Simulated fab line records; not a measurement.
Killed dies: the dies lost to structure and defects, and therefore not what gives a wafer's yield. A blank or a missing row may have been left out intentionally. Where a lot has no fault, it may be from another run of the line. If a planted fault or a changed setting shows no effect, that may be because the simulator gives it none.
Which of the tools did it? || flow sky130 || 24 lots with 72 wafers sampled at 6 steps, on a route of 708 steps

## WHAT EACH GAUGE READ, for each wafer
SKY_LDD_P_TW_MEAS_11. Usual: LDD_P_TW typically reads 628, with standard deviation 3.9.
{"lot": "L074", "measured": "day 18 15:08", "on": "filmMetro-01", "LDD_P_TW": "635 627 629", "flag": ""}
{"lot": "L076", "measured": "day 20 00:14", "on": "filmMetro-04", "LDD_P_TW": "628 630 630", "flag": ""}
{"lot": "L075", "measured": "day 20 00:49", "on": "filmMetro-01", "LDD_P_TW": "629 627 625", "flag": ""}
{"lot": "L077", "measured": "day 20 07:20", "on": "filmMetro-02", "LDD_P_TW": "621 624 621", "flag": ""}
{"lot": "L078", "measured": "day 20 07:38", "on": "filmMetro-01", "LDD_P_TW": "629 626 627", "flag": ""}
{"lot": "L079", "measured": "day 20 23:50", "on": "filmMetro-01", "LDD_P_TW": "627 628 625", "flag": ""}
{"lot": "L080", "measured": "day 21 12:40", "on": "filmMetro-01", "LDD_P_TW": "628 631 633", "flag": ""}
{"lot": "L081", "measured": "day 21 21:29", "on": "filmMetro-01", "LDD_P_TW": "633 631 629", "flag": ""}
{"lot": "L082", "measured": "day 22 04:02", "on": "filmMetro-02", "LDD_P_TW": "620 622 618", "flag": ""}
{"lot": "L083", "measured": "day 22 17:13", "on": "filmMetro-04", "LDD_P_TW": "631 634 632", "flag": ""}
{"lot": "L084", "measured": "day 22 22:34", "on": "filmMetro-02", "LDD_P_TW": "624 624 621", "flag": ""}
{"lot": "L085", "measured": "day 23 16:06", "on": "filmMetro-01", "LDD_P_TW": "631 634 632", "flag": ""}
{"lot": "L086", "measured": "day 23 21:30", "on": "filmMetro-04", "LDD_P_TW": "633 635 630", "flag": ""}
{"lot": "L087", "measured": "day 23 23:32", "on": "filmMetro-04", "LDD_P_TW": "630 633 630", "flag": ""}
{"lot": "L088", "measured": "day 24 10:11", "on": "filmMetro-04", "LDD_P_TW": "632 628 629", "flag": ""}
{"lot": "L089", "measured": "day 24 11:11", "on": "filmMetro-04", "LDD_P_TW": "631 631 630", "flag": ""}
{"lot": "L090", "measured": "day 25 04:11", "on": "filmMetro-02", "LDD_P_TW": "623 623 628", "flag": ""}
{"lot": "L092", "measured": "day 25 13:26", "on": "filmMetro-02", "LDD_P_TW": "626 625 622", "flag": ""}
{"lot": "L091", "measured": "day 25 16:11", "on": "filmMetro-02", "LDD_P_TW": "623 623 624", "flag": ""}
{"lot": "L093", "measured": "day 26 11:49", "on": "filmMetro-02", "LDD_P_TW": "623 621 626", "flag": ""}
{"lot": "L095", "measured": "day 26 12:28", "on": "filmMetro-04", "LDD_P_TW": "633 629 631", "flag": ""}
{"lot": "L094", "measured": "day 26 21:13", "on": "filmMetro-01", "LDD_P_TW": "629 628 632", "flag": ""}
{"lot": "L096", "measured": "day 27 06:14", "on": "filmMetro-01", "LDD_P_TW": "631 631 631", "flag": ""}
{"lot": "L097", "measured": "day 27 08:59", "on": "filmMetro-04", "LDD_P_TW": "627 629 630", "flag": ""}

SKY_LOCAL_INTERCONNECT_RS_MEAS_01: a four-point-probe measurement. Usual: LOCAL_INTERCONNECT_TIN_RS typically reads 14.08 ohm/sq, with standard deviation 0.18.
{"lot": "L074", "measured": "day 29 00:11", "on": "filmMetro-04", "LOCAL_INTERCONNECT_TIN_RS (ohm/sq)": "14.26 14.09 14.14", "flag": ""}
{"lot": "L076", "measured": "day 30 00:18", "on": "filmMetro-04", "LOCAL_INTERCONNECT_TIN_RS (ohm/sq)": "13.86 13.96 13.89", "flag": ""}
{"lot": "L075", "measured": "day 30 03:53", "on": "filmMetro-03", "LOCAL_INTERCONNECT_TIN_RS (ohm/sq)": "14.25 14.11 13.84", "flag": ""}
{"lot": "L077", "measured": "day 30 07:21", "on": "filmMetro-01", "LOCAL_INTERCONNECT_TIN_RS (ohm/sq)": "13.95 14.17 14.03", "flag": ""}
{"lot": "L078", "measured": "day 30 08:58", "on": "filmMetro-04", "LOCAL_INTERCONNECT_TIN_RS (ohm/sq)": "14.05 14.00 14.29", "flag": ""}
{"lot": "L079", "measured": "day 31 00:02", "on": "filmMetro-03", "LOCAL_INTERCONNECT_TIN_RS (ohm/sq)": "14.13 13.99 13.88", "flag": ""}
{"lot": "L080", "measured": "day 31 11:22", "on": "filmMetro-01", "LOCAL_INTERCONNECT_TIN_RS (ohm/sq)": "14.43 14.30 14.26", "flag": ""}
{"lot": "L081", "measured": "day 31 18:08", "on": "filmMetro-01", "LOCAL_INTERCONNECT_TIN_RS (ohm/sq)": "14.15 13.95 14.13", "flag": ""}
{"lot": "L082", "measured": "day 32 00:06", "on": "filmMetro-03", "LOCAL_INTERCONNECT_TIN_RS (ohm/sq)": "13.97 13.97 14.26", "flag": ""}
{"lot": "L083", "measured": "day 32 12:52", "on": "filmMetro-03", "LOCAL_INTERCONNECT_TIN_RS (ohm/sq)": "14.12 14.04 14.10", "flag": ""}
{"lot": "L084", "measured": "day 32 18:47", "on": "filmMetro-01", "LOCAL_INTERCONNECT_TIN_RS (ohm/sq)": "14.19 14.03 14.36", "flag": ""}
{"lot": "L085", "measured": "day 33 07:30", "on": "filmMetro-04", "LOCAL_INTERCONNECT_TIN_RS (ohm/sq)": "14.15 14.30 14.36", "flag": ""}
{"lot": "L086", "measured": "day 33 16:07", "on": "filmMetro-01", "LOCAL_INTERCONNECT_TIN_RS (ohm/sq)": "13.96 13.91 13.94", "flag": ""}
{"lot": "L087", "measured": "day 33 18:10", "on": "filmMetro-03", "LOCAL_INTERCONNECT_TIN_RS (ohm/sq)": "13.92 14.09 14.09", "flag": ""}
{"lot": "L088", "measured": "day 34 01:17", "on": "filmMetro-03", "LOCAL_INTERCONNECT_TIN_RS (ohm/sq)": "13.75 13.80 13.75", "flag": ""}
{"lot": "L089", "measured": "day 34 04:04", "on": "filmMetro-03", "LOCAL_INTERCONNECT_TIN_RS (ohm/sq)": "14.33 13.99 14.26", "flag": ""}
{"lot": "L090", "measured": "day 34 14:50", "on": "filmMetro-03", "LOCAL_INTERCONNECT_TIN_RS (ohm/sq)": "14.01 13.97 14.13", "flag": ""}
{"lot": "L092", "measured": "day 35 00:08", "on": "filmMetro-04", "LOCAL_INTERCONNECT_TIN_RS (ohm/sq)": "13.79 13.91 13.86", "flag": ""}
{"lot": "L091", "measured": "day 35 04:37", "on": "filmMetro-04", "LOCAL_INTERCONNECT_TIN_RS (ohm/sq)": "14.09 13.96 13.86", "flag": ""}
{"lot": "L093", "measured": "day 35 21:05", "on": "filmMetro-01", "LOCAL_INTERCONNECT_TIN_RS (ohm/sq)": "13.77 14.13 14.21", "flag": ""}
{"lot": "L095", "measured": "day 35 21:47", "on": "filmMetro-03", "LOCAL_INTERCONNECT_TIN_RS (ohm/sq)": "14.03 13.88 14.11", "flag": ""}
{"lot": "L094", "measured": "day 36 07:44", "on": "filmMetro-01", "LOCAL_INTERCONNECT_TIN_RS (ohm/sq)": "14.28 14.17 14.27", "flag": ""}
{"lot": "L096", "measured": "day 36 13:46", "on": "filmMetro-04", "LOCAL_INTERCONNECT_TIN_RS (ohm/sq)": "13.72 14.07 13.80", "flag": ""}
{"lot": "L097", "measured": "day 36 17:38", "on": "filmMetro-03", "LOCAL_INTERCONNECT_TIN_RS (ohm/sq)": "14.30 13.99 14.24", "flag": ""}

SKY_METAL2_CD_MEAS_15: the cd target is 140 nm. Usual: cdNm reads 139.7 nm (standard deviation 1.8).
{"lot": "L074", "measured": "day 34 21:55", "on": "cdSem-02", "cdNm (nm)": "141.1 140.8 140.8", "flag": ""}
{"lot": "L076", "measured": "day 35 19:43", "on": "cdSem-01", "cdNm (nm)": "139.5 138.8 139.8", "flag": ""}
{"lot": "L075", "measured": "day 36 00:08", "on": "cdSem-01", "cdNm (nm)": "137.2 136.9 138.1", "flag": ""}
{"lot": "L077", "measured": "day 36 03:41", "on": "cdSem-02", "cdNm (nm)": "141.7 140.9 140.0", "flag": ""}
{"lot": "L078", "measured": "day 36 05:11", "on": "cdSem-02", "cdNm (nm)": "138.6 138.6 140.0", "flag": ""}
{"lot": "L079", "measured": "day 36 18:59", "on": "cdSem-01", "cdNm (nm)": "140.4 139.6 140.1", "flag": ""}
{"lot": "L080", "measured": "day 37 06:56", "on": "cdSem-02", "cdNm (nm)": "141.3 141.6 141.0", "flag": ""}
{"lot": "L081", "measured": "day 37 12:40", "on": "cdSem-01", "cdNm (nm)": "137.7 137.0 136.0", "flag": ""}
{"lot": "L082", "measured": "day 37 18:18", "on": "cdSem-01", "cdNm (nm)": "140.6 141.3 141.2", "flag": ""}
{"lot": "L083", "measured": "day 38 06:27", "on": "cdSem-02", "cdNm (nm)": "141.3 140.8 141.4", "flag": ""}
{"lot": "L084", "measured": "day 38 13:31", "on": "cdSem-01", "cdNm (nm)": "139.5 141.4 140.7", "flag": ""}
{"lot": "L085", "measured": "day 39 00:19", "on": "cdSem-01", "cdNm (nm)": "137.8 136.2 135.5", "flag": ""}
{"lot": "L086", "measured": "day 39 08:22", "on": "cdSem-02", "cdNm (nm)": "139.5 136.9 139.7", "flag": ""}
{"lot": "L087", "measured": "day 39 09:07", "on": "cdSem-01", "cdNm (nm)": "141.9 140.2 140.3", "flag": ""}
{"lot": "L088", "measured": "day 39 16:56", "on": "cdSem-01", "cdNm (nm)": "140.3 138.1 139.0", "flag": ""}
{"lot": "L089", "measured": "day 39 20:17", "on": "cdSem-01", "cdNm (nm)": "139.6 139.4 139.8", "flag": ""}
{"lot": "L090", "measured": "day 40 06:11", "on": "cdSem-01", "cdNm (nm)": "141.6 141.8 143.0", "flag": ""}
{"lot": "L092", "measured": "day 40 14:19", "on": "cdSem-01", "cdNm (nm)": "141.4 139.6 140.3", "flag": ""}
{"lot": "L091", "measured": "day 40 18:50", "on": "cdSem-01", "cdNm (nm)": "136.1 134.9 135.9", "flag": ""}
{"lot": "L093", "measured": "day 41 08:08", "on": "cdSem-01", "cdNm (nm)": "137.9 138.2 139.7", "flag": ""}
{"lot": "L095", "measured": "day 41 10:59", "on": "cdSem-01", "cdNm (nm)": "140.6 140.9 143.2", "flag": ""}
{"lot": "L094", "measured": "day 41 18:28", "on": "cdSem-02", "cdNm (nm)": "140.9 139.0 139.4", "flag": ""}
{"lot": "L096", "measured": "day 42 00:29", "on": "cdSem-02", "cdNm (nm)": "139.4 139.2 140.7", "flag": ""}
{"lot": "L097", "measured": "day 42 04:17", "on": "cdSem-02", "cdNm (nm)": "142.4 142.1 142.1", "flag": ""}

## TOOL THAT RAN EACH LOT (tool first, then ch and the chambers of the sampled wafers, then the start)
{"lot": "L074", "SKY_RES_XHIGH_STRIP_08": "plasmaAsher-03 ch 0,1, day 26 11:49", "SKY_CONTACT_STRIP_19": "plasmaAsher-01 ch 0,1, day 31 10:01", "SKY_METAL2_SPUTTER_04": "pvdSputter-01, day 33 20:26"}
{"lot": "L076", "SKY_RES_XHIGH_STRIP_08": "plasmaAsher-01 ch 0,1, day 27 12:59", "SKY_CONTACT_STRIP_19": "plasmaAsher-02 ch 0,1, day 32 09:01", "SKY_METAL2_SPUTTER_04": "pvdSputter-04, day 34 17:58"}
{"lot": "L075", "SKY_RES_XHIGH_STRIP_08": "plasmaAsher-01 ch 0,1, day 27 15:25", "SKY_CONTACT_STRIP_19": "plasmaAsher-03 ch 0,1, day 32 11:56", "SKY_METAL2_SPUTTER_04": "pvdSputter-01, day 34 21:43"}
{"lot": "L077", "SKY_RES_XHIGH_STRIP_08": "plasmaAsher-01 ch 0,1, day 27 20:15", "SKY_CONTACT_STRIP_19": "plasmaAsher-02 ch 0,1, day 32 15:35", "SKY_METAL2_SPUTTER_04": "pvdSputter-02, day 35 00:45"}
{"lot": "L078", "SKY_RES_XHIGH_STRIP_08": "plasmaAsher-01 ch 0,1, day 27 20:58", "SKY_CONTACT_STRIP_19": "plasmaAsher-01 ch 0,1, day 32 17:10", "SKY_METAL2_SPUTTER_04": "pvdSputter-04, day 35 02:21"}
{"lot": "L079", "SKY_RES_XHIGH_STRIP_08": "plasmaAsher-01 ch 0, day 28 12:09", "SKY_CONTACT_STRIP_19": "plasmaAsher-02 ch 0,1, day 33 08:08", "SKY_METAL2_SPUTTER_04": "pvdSputter-01, day 35 16:51"}
{"lot": "L080", "SKY_RES_XHIGH_STRIP_08": "plasmaAsher-03 ch 1, day 29 00:02", "SKY_CONTACT_STRIP_19": "plasmaAsher-03 ch 0,1, day 33 19:01", "SKY_METAL2_SPUTTER_04": "pvdSputter-01, day 36 04:38"}
{"lot": "L081", "SKY_RES_XHIGH_STRIP_08": "plasmaAsher-01 ch 0,1, day 29 07:58", "SKY_CONTACT_STRIP_19": "plasmaAsher-02 ch 0,1, day 34 01:43", "SKY_METAL2_SPUTTER_04": "pvdSputter-01, day 36 10:46"}
{"lot": "L082", "SKY_RES_XHIGH_STRIP_08": "plasmaAsher-02 ch 0,1, day 29 14:21", "SKY_CONTACT_STRIP_19": "plasmaAsher-01 ch 0,1, day 34 07:04", "SKY_METAL2_SPUTTER_04": "pvdSputter-02, day 36 16:36"}
{"lot": "L083", "SKY_RES_XHIGH_STRIP_08": "plasmaAsher-03 ch 0,1, day 30 03:16", "SKY_CONTACT_STRIP_19": "plasmaAsher-03 ch 0,1, day 34 19:58", "SKY_METAL2_SPUTTER_04": "pvdSputter-01, day 37 05:07"}
{"lot": "L084", "SKY_RES_XHIGH_STRIP_08": "plasmaAsher-01 ch 0,1, day 30 09:01", "SKY_CONTACT_STRIP_19": "plasmaAsher-03 ch 0,1, day 35 01:25", "SKY_METAL2_SPUTTER_04": "pvdSputter-04, day 37 11:55"}
{"lot": "L085", "SKY_RES_XHIGH_STRIP_08": "plasmaAsher-02 ch 0,1, day 30 22:19", "SKY_CONTACT_STRIP_19": "plasmaAsher-03 ch 0,1, day 35 14:35", "SKY_METAL2_SPUTTER_04": "pvdSputter-04, day 37 22:59"}
{"lot": "L086", "SKY_RES_XHIGH_STRIP_08": "plasmaAsher-02 ch 0,1, day 31 06:10", "SKY_CONTACT_STRIP_19": "plasmaAsher-02 ch 0,1, day 35 22:50", "SKY_METAL2_SPUTTER_04": "pvdSputter-04, day 38 07:17"}
{"lot": "L087", "SKY_RES_XHIGH_STRIP_08": "plasmaAsher-01 ch 0,1, day 31 08:34", "SKY_CONTACT_STRIP_19": "plasmaAsher-03 ch 0,1, day 36 00:05", "SKY_METAL2_SPUTTER_04": "pvdSputter-01, day 38 07:38"}
{"lot": "L088", "SKY_RES_XHIGH_STRIP_08": "plasmaAsher-01 ch 1, day 31 15:55", "SKY_CONTACT_STRIP_19": "plasmaAsher-02 ch 0,1, day 36 08:31", "SKY_METAL2_SPUTTER_04": "pvdSputter-04, day 38 16:16"}
{"lot": "L089", "SKY_RES_XHIGH_STRIP_08": "plasmaAsher-02 ch 0,1, day 31 19:28", "SKY_CONTACT_STRIP_19": "plasmaAsher-03 ch 0,1, day 36 10:55", "SKY_METAL2_SPUTTER_04": "pvdSputter-01, day 38 19:14"}
{"lot": "L090", "SKY_RES_XHIGH_STRIP_08": "plasmaAsher-03 ch 0,1, day 32 06:51", "SKY_CONTACT_STRIP_19": "plasmaAsher-03 ch 0,1, day 36 21:11", "SKY_METAL2_SPUTTER_04": "pvdSputter-04, day 39 05:30"}
{"lot": "L092", "SKY_RES_XHIGH_STRIP_08": "plasmaAsher-01 ch 0,1, day 32 16:40", "SKY_CONTACT_STRIP_19": "plasmaAsher-03 ch 0, day 37 06:08", "SKY_METAL2_SPUTTER_04": "pvdSputter-02, day 39 13:03"}
{"lot": "L091", "SKY_RES_XHIGH_STRIP_08": "plasmaAsher-01 ch 0,1, day 32 20:25", "SKY_CONTACT_STRIP_19": "plasmaAsher-01 ch 0,1, day 37 11:22", "SKY_METAL2_SPUTTER_04": "pvdSputter-02, day 39 18:02"}
{"lot": "L093", "SKY_RES_XHIGH_STRIP_08": "plasmaAsher-02 ch 0,1, day 33 13:51", "SKY_CONTACT_STRIP_19": "plasmaAsher-03 ch 0,1, day 38 02:31", "SKY_METAL2_SPUTTER_04": "pvdSputter-02, day 40 08:06"}
{"lot": "L095", "SKY_RES_XHIGH_STRIP_08": "plasmaAsher-03 ch 0,1, day 33 14:09", "SKY_CONTACT_STRIP_19": "plasmaAsher-03 ch 0,1, day 38 03:32", "SKY_METAL2_SPUTTER_04": "pvdSputter-04, day 40 10:47"}
{"lot": "L094", "SKY_RES_XHIGH_STRIP_08": "plasmaAsher-03 ch 0,1, day 33 23:26", "SKY_CONTACT_STRIP_19": "plasmaAsher-03 ch 0, day 38 13:13", "SKY_METAL2_SPUTTER_04": "pvdSputter-02, day 40 18:56"}
{"lot": "L096", "SKY_RES_XHIGH_STRIP_08": "plasmaAsher-01 ch 0,1, day 34 05:40", "SKY_CONTACT_STRIP_19": "plasmaAsher-03 ch 0,1, day 38 19:01", "SKY_METAL2_SPUTTER_04": "pvdSputter-04, day 41 00:47"}
{"lot": "L097", "SKY_RES_XHIGH_STRIP_08": "plasmaAsher-01 ch 0,1, day 34 08:37", "SKY_CONTACT_STRIP_19": "plasmaAsher-01 ch 0,1, day 38 23:01", "SKY_METAL2_SPUTTER_04": "pvdSputter-04, day 41 04:38"}
- SKY_RES_XHIGH_STRIP_08: strips in O2/N2.
- SKY_CONTACT_STRIP_19: strips in O2/N2.
- SKY_METAL2_SPUTTER_04: material TiN, target thk 70 nm, time 58.3 s.

## WHAT THE TOOLS THEMSELVES READ (means of the sampled wafers that have a number; where no wafer has one, the mark that the record gives instead)
SKY_RES_XHIGH_STRIP_08. Usual: drypumpMotorCurrentA 5.8 A, standard deviation 0.48; oesProductAu 0.711 a.u., standard deviation 0.0045; stripTimeToEndpointS 14.30 s, standard deviation 0.039.
{"lot": "L074", "tool": "plasmaAsher-03", "drypumpMotorCurrentA (A)": 6.2, "oesProductAu (a.u.)": 0.709, "stripTimeToEndpointS (s)": 14.33, "flag": ""}
{"lot": "L076", "tool": "plasmaAsher-01", "drypumpMotorCurrentA (A)": 5.6, "oesProductAu (a.u.)": 0.715, "stripTimeToEndpointS (s)": 14.34, "flag": ""}
{"lot": "L075", "tool": "plasmaAsher-01", "drypumpMotorCurrentA (A)": 6.0, "oesProductAu (a.u.)": 0.712, "stripTimeToEndpointS (s)": 14.27, "flag": ""}
{"lot": "L077", "tool": "plasmaAsher-01", "drypumpMotorCurrentA (A)": 6.0, "oesProductAu (a.u.)": 0.714, "stripTimeToEndpointS (s)": 14.35, "flag": ""}
{"lot": "L078", "tool": "plasmaAsher-01", "drypumpMotorCurrentA (A)": 5.6, "oesProductAu (a.u.)": 0.709, "stripTimeToEndpointS (s)": 14.31, "flag": ""}
{"lot": "L079", "tool": "plasmaAsher-01", "drypumpMotorCurrentA (A)": 5.3, "oesProductAu (a.u.)": 0.718, "stripTimeToEndpointS (s)": 14.25, "flag": ""}
{"lot": "L080", "tool": "plasmaAsher-03", "drypumpMotorCurrentA (A)": 5.6, "oesProductAu (a.u.)": 0.712, "stripTimeToEndpointS (s)": 14.27, "flag": ""}
{"lot": "L081", "tool": "plasmaAsher-01", "drypumpMotorCurrentA (A)": 5.6, "oesProductAu (a.u.)": 0.709, "stripTimeToEndpointS (s)": 14.31, "flag": ""}
{"lot": "L082", "tool": "plasmaAsher-02", "drypumpMotorCurrentA (A)": 5.7, "oesProductAu (a.u.)": 0.710, "stripTimeToEndpointS (s)": 14.23, "flag": ""}
{"lot": "L083", "tool": "plasmaAsher-03", "drypumpMotorCurrentA (A)": 6.2, "oesProductAu (a.u.)": 0.706, "stripTimeToEndpointS (s)": 14.33, "flag": ""}
{"lot": "L084", "tool": "plasmaAsher-01", "drypumpMotorCurrentA (A)": 5.6, "oesProductAu (a.u.)": 0.714, "stripTimeToEndpointS (s)": 14.34, "flag": ""}
{"lot": "L085", "tool": "plasmaAsher-02", "drypumpMotorCurrentA (A)": 5.5, "oesProductAu (a.u.)": 0.707, "stripTimeToEndpointS (s)": 14.29, "flag": ""}
{"lot": "L086", "tool": "plasmaAsher-02", "drypumpMotorCurrentA (A)": 5.5, "oesProductAu (a.u.)": 0.717, "stripTimeToEndpointS (s)": 14.29, "flag": ""}
{"lot": "L087", "tool": "plasmaAsher-01", "drypumpMotorCurrentA (A)": 6.0, "oesProductAu (a.u.)": 0.714, "stripTimeToEndpointS (s)": 14.24, "flag": ""}
{"lot": "L088", "tool": "plasmaAsher-01", "drypumpMotorCurrentA (A)": 6.3, "oesProductAu (a.u.)": 0.713, "stripTimeToEndpointS (s)": 14.27, "flag": ""}
{"lot": "L089", "tool": "plasmaAsher-02", "drypumpMotorCurrentA (A)": 5.5, "oesProductAu (a.u.)": 0.716, "stripTimeToEndpointS (s)": 14.26, "flag": ""}
{"lot": "L090", "tool": "plasmaAsher-03", "drypumpMotorCurrentA (A)": 6.2, "oesProductAu (a.u.)": 0.711, "stripTimeToEndpointS (s)": 14.37, "flag": ""}
{"lot": "L092", "tool": "plasmaAsher-01", "drypumpMotorCurrentA (A)": 5.6, "oesProductAu (a.u.)": 0.714, "stripTimeToEndpointS (s)": 14.34, "flag": ""}
{"lot": "L091", "tool": "plasmaAsher-01", "drypumpMotorCurrentA (A)": 6.0, "oesProductAu (a.u.)": 0.709, "stripTimeToEndpointS (s)": 14.30, "flag": ""}
{"lot": "L093", "tool": "plasmaAsher-02", "drypumpMotorCurrentA (A)": 5.7, "oesProductAu (a.u.)": 0.716, "stripTimeToEndpointS (s)": 14.29, "flag": ""}
{"lot": "L095", "tool": "plasmaAsher-03", "drypumpMotorCurrentA (A)": 5.9, "oesProductAu (a.u.)": 0.710, "stripTimeToEndpointS (s)": 14.29, "flag": ""}
{"lot": "L094", "tool": "plasmaAsher-03", "drypumpMotorCurrentA (A)": 6.2, "oesProductAu (a.u.)": 0.713, "stripTimeToEndpointS (s)": 14.28, "flag": ""}
{"lot": "L096", "tool": "plasmaAsher-01", "drypumpMotorCurrentA (A)": 6.0, "oesProductAu (a.u.)": 0.712, "stripTimeToEndpointS (s)": 14.34, "flag": ""}
{"lot": "L097", "tool": "plasmaAsher-01", "drypumpMotorCurrentA (A)": 5.6, "oesProductAu (a.u.)": 0.710, "stripTimeToEndpointS (s)": 14.32, "flag": ""}

SKY_CONTACT_STRIP_19. Usual: drypumpMotorCurrentA 5.9 A, standard deviation 0.46; oesProductAu 0.381 a.u., standard deviation 0.0046; stripTimeToEndpointS 3.63 s, standard deviation 0.033.
{"lot": "L074", "tool": "plasmaAsher-01", "drypumpMotorCurrentA (A)": 5.6, "oesProductAu (a.u.)": 0.383, "stripTimeToEndpointS (s)": 3.64, "flag": ""}
{"lot": "L076", "tool": "plasmaAsher-02", "drypumpMotorCurrentA (A)": 5.7, "oesProductAu (a.u.)": 0.384, "stripTimeToEndpointS (s)": 3.63, "flag": ""}
{"lot": "L075", "tool": "plasmaAsher-03", "drypumpMotorCurrentA (A)": 6.2, "oesProductAu (a.u.)": 0.377, "stripTimeToEndpointS (s)": 3.61, "flag": ""}
{"lot": "L077", "tool": "plasmaAsher-02", "drypumpMotorCurrentA (A)": 5.6, "oesProductAu (a.u.)": 0.375, "stripTimeToEndpointS (s)": 3.59, "flag": ""}
{"lot": "L078", "tool": "plasmaAsher-01", "drypumpMotorCurrentA (A)": 5.6, "oesProductAu (a.u.)": 0.377, "stripTimeToEndpointS (s)": 3.60, "flag": ""}
{"lot": "L079", "tool": "plasmaAsher-02", "drypumpMotorCurrentA (A)": 5.7, "oesProductAu (a.u.)": 0.380, "stripTimeToEndpointS (s)": 3.61, "flag": ""}
{"lot": "L080", "tool": "plasmaAsher-03", "drypumpMotorCurrentA (A)": 5.9, "oesProductAu (a.u.)": 0.381, "stripTimeToEndpointS (s)": 3.65, "flag": ""}
{"lot": "L081", "tool": "plasmaAsher-02", "drypumpMotorCurrentA (A)": 5.6, "oesProductAu (a.u.)": 0.377, "stripTimeToEndpointS (s)": 3.61, "flag": ""}
{"lot": "L082", "tool": "plasmaAsher-01", "drypumpMotorCurrentA (A)": 6.0, "oesProductAu (a.u.)": 0.380, "stripTimeToEndpointS (s)": 3.62, "flag": ""}
{"lot": "L083", "tool": "plasmaAsher-03", "drypumpMotorCurrentA (A)": 6.2, "oesProductAu (a.u.)": 0.377, "stripTimeToEndpointS (s)": 3.60, "flag": ""}
{"lot": "L084", "tool": "plasmaAsher-03", "drypumpMotorCurrentA (A)": 6.2, "oesProductAu (a.u.)": 0.382, "stripTimeToEndpointS (s)": 3.64, "flag": ""}
{"lot": "L085", "tool": "plasmaAsher-03", "drypumpMotorCurrentA (A)": 6.2, "oesProductAu (a.u.)": 0.383, "stripTimeToEndpointS (s)": 3.64, "flag": ""}
{"lot": "L086", "tool": "plasmaAsher-02", "drypumpMotorCurrentA (A)": 5.5, "oesProductAu (a.u.)": 0.381, "stripTimeToEndpointS (s)": 3.61, "flag": ""}
{"lot": "L087", "tool": "plasmaAsher-03", "drypumpMotorCurrentA (A)": 5.9, "oesProductAu (a.u.)": 0.380, "stripTimeToEndpointS (s)": 3.62, "flag": ""}
{"lot": "L088", "tool": "plasmaAsher-02", "drypumpMotorCurrentA (A)": 5.7, "oesProductAu (a.u.)": 0.378, "stripTimeToEndpointS (s)": 3.61, "flag": ""}
{"lot": "L089", "tool": "plasmaAsher-03", "drypumpMotorCurrentA (A)": 6.2, "oesProductAu (a.u.)": 0.376, "stripTimeToEndpointS (s)": 3.65, "flag": ""}
{"lot": "L090", "tool": "plasmaAsher-03", "drypumpMotorCurrentA (A)": 6.2, "oesProductAu (a.u.)": 0.381, "stripTimeToEndpointS (s)": 3.62, "flag": ""}
{"lot": "L092", "tool": "plasmaAsher-03", "drypumpMotorCurrentA (A)": 6.5, "oesProductAu (a.u.)": 0.383, "stripTimeToEndpointS (s)": 3.64, "flag": ""}
{"lot": "L091", "tool": "plasmaAsher-01", "drypumpMotorCurrentA (A)": 6.0, "oesProductAu (a.u.)": 0.379, "stripTimeToEndpointS (s)": 3.63, "flag": ""}
{"lot": "L093", "tool": "plasmaAsher-03", "drypumpMotorCurrentA (A)": 6.2, "oesProductAu (a.u.)": 0.380, "stripTimeToEndpointS (s)": 3.59, "flag": ""}
{"lot": "L095", "tool": "plasmaAsher-03", "drypumpMotorCurrentA (A)": 6.2, "oesProductAu (a.u.)": 0.385, "stripTimeToEndpointS (s)": 3.64, "flag": ""}
{"lot": "L094", "tool": "plasmaAsher-03", "drypumpMotorCurrentA (A)": 6.5, "oesProductAu (a.u.)": 0.383, "stripTimeToEndpointS (s)": 3.64, "flag": ""}
{"lot": "L096", "tool": "plasmaAsher-03", "drypumpMotorCurrentA (A)": 5.9, "oesProductAu (a.u.)": 0.377, "stripTimeToEndpointS (s)": 3.63, "flag": ""}
{"lot": "L097", "tool": "plasmaAsher-01", "drypumpMotorCurrentA (A)": 6.0, "oesProductAu (a.u.)": 0.379, "stripTimeToEndpointS (s)": 3.62, "flag": ""}

SKY_METAL2_SPUTTER_04. Usual: throttleValvePct reads 30.4 % (standard deviation 0.91).
{"lot": "L074", "tool": "pvdSputter-01", "throttleValvePct (%)": 29.5, "flag": ""}
{"lot": "L076", "tool": "pvdSputter-04", "throttleValvePct (%)": 30.6, "flag": ""}
{"lot": "L075", "tool": "pvdSputter-01", "throttleValvePct (%)": 30.0, "flag": ""}
{"lot": "L077", "tool": "pvdSputter-02", "throttleValvePct (%)": 31.3, "flag": ""}
{"lot": "L078", "tool": "pvdSputter-04", "throttleValvePct (%)": 30.3, "flag": ""}
{"lot": "L079", "tool": "pvdSputter-01", "throttleValvePct (%)": 30.3, "flag": ""}
{"lot": "L080", "tool": "pvdSputter-01", "throttleValvePct (%)": 29.5, "flag": ""}
{"lot": "L081", "tool": "pvdSputter-01", "throttleValvePct (%)": 30.5, "flag": ""}
{"lot": "L082", "tool": "pvdSputter-02", "throttleValvePct (%)": 31.3, "flag": ""}
{"lot": "L083", "tool": "pvdSputter-01", "throttleValvePct (%)": 31.0, "flag": ""}
{"lot": "L084", "tool": "pvdSputter-04", "throttleValvePct (%)": 30.0, "flag": ""}
{"lot": "L085", "tool": "pvdSputter-04", "throttleValvePct (%)": 30.0, "flag": ""}
{"lot": "L086", "tool": "pvdSputter-04", "throttleValvePct (%)": 30.0, "flag": ""}
{"lot": "L087", "tool": "pvdSputter-01", "throttleValvePct (%)": 30.3, "flag": ""}
{"lot": "L088", "tool": "pvdSputter-04", "throttleValvePct (%)": 30.4, "flag": ""}
{"lot": "L089", "tool": "pvdSputter-01", "throttleValvePct (%)": 30.1, "flag": ""}
{"lot": "L090", "tool": "pvdSputter-04", "throttleValvePct (%)": 29.6, "flag": ""}
{"lot": "L092", "tool": "pvdSputter-02", "throttleValvePct (%)": 30.7, "flag": ""}
{"lot": "L091", "tool": "pvdSputter-02", "throttleValvePct (%)": 30.6, "flag": ""}
{"lot": "L093", "tool": "pvdSputter-02", "throttleValvePct (%)": 31.4, "flag": ""}
{"lot": "L095", "tool": "pvdSputter-04", "throttleValvePct (%)": 30.2, "flag": ""}
{"lot": "L094", "tool": "pvdSputter-02", "throttleValvePct (%)": 31.4, "flag": ""}
{"lot": "L096", "tool": "pvdSputter-04", "throttleValvePct (%)": 30.4, "flag": ""}
{"lot": "L097", "tool": "pvdSputter-04", "throttleValvePct (%)": 30.0, "flag": ""}

## THE ANSWER, worked out from the rows above alone
Rule: a lot counts as off when the mean over its wafers that have a number is more than 3 standard deviations away from the usual mean. Also off: a lot with no number at a reading for which 4 or more lots have one. All remaining lots with rows at the step are treated as sound. After the gauges, taken in route order, come the tools' own readings; for these a lot's mean is taken, as printed above. At the first step where some lot is off, the reading lying furthest off is the one used; lots without a number count as furthest.
None of the lots is off at any reading shown; this tells nothing.

## WHAT THE SIMULATOR HAD PUT IN
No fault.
